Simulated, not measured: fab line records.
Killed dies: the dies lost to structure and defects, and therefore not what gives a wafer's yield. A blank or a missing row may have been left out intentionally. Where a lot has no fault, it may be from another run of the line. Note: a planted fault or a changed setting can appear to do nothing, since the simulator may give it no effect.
Matching of chambers + flow gf180mcu + cmp-02 running GF_V1_CMP_26: 4 sister chambers
The step polishes, stops on SiO2, t overpolish 15 s, target thk 0 nm. 8 wafers are shown with their chamber, then 10 later ones without.

## WAFERS WITH THEIR CHAMBER
| wafer  | chamber | motor current A (A) | time to endpoint s (s) |
|--------|---------|---------------------|------------------------|
| L562.6 | 2       | 9.4                 | 84                     |
| L571.2 | 3       | 11.0                | 89                     |
| L572.6 | 2       | 9.9                 | 85                     |
| L573.3 | 3       | 10.9                | 90                     |
| L573.5 | 0       | 10.3                | 83                     |
| L573.6 | 1       | 11.1                | 85                     |
| L574.2 | 0       | 10.5                | 84                     |
| L574.3 | 1       | 11.4                | 84                     |

## WAFERS WITH NO CHAMBER GIVEN
| wafer  | motor current A (A) | time to endpoint s (s) |
|--------|---------------------|------------------------|
| L574.5 | 10.4                | 90                     |
| L575.3 | 10.6                | 85                     |
| L575.4 | 11.6                | 89                     |
| L575.5 | 11.2                | 84                     |
| L576.1 | 9.8                 | 78                     |
| L576.3 | 10.6                | 83                     |
| L576.5 | 10.0                | 83                     |
| L581.4 | 10.5                | 88                     |
| L581.5 | 10.6                | 90                     |
| L581.6 | 10.9                | 88                     |

## WHICH CHAMBER EACH ONE RAN IN
| wafer  | from the rows above     | in truth                   |
|--------|-------------------------|----------------------------|
| L574.5 | 3                       | 3                          |
| L575.3 | can't be placed: 0 or 1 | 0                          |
| L575.4 | 3                       | 3                          |
| L575.5 | 1                       | 1                          |
| L576.1 | can't be placed: 0 or 2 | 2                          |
| L576.3 | 0                       | 0                          |
| L576.5 | can't be placed: 0 or 2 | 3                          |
| L581.4 | 3                       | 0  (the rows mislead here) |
| L581.5 | 3                       | 3                          |
| L581.6 | 3                       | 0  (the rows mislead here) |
5 of 10 placed correctly. Can't be placed from these rows: 3 (the true chamber is among the candidates in 2). Placed wrongly: 2.
How it was worked out, from the rows above alone: a wafer's distance from a chamber is the root of the sum, over the readings, of the square of ((its reading less the chamber's mean) divided by the reading's scatter). The wafer belongs to the nearest chamber; if the next one is less than 2 further off, it can't be placed. Each chamber's mean is taken over the wafers shown for it. The scatter is the square root of a quotient: the sum, over the shown wafers, of each reading's squared deviation from its chamber's mean, divided by wafers minus chambers.
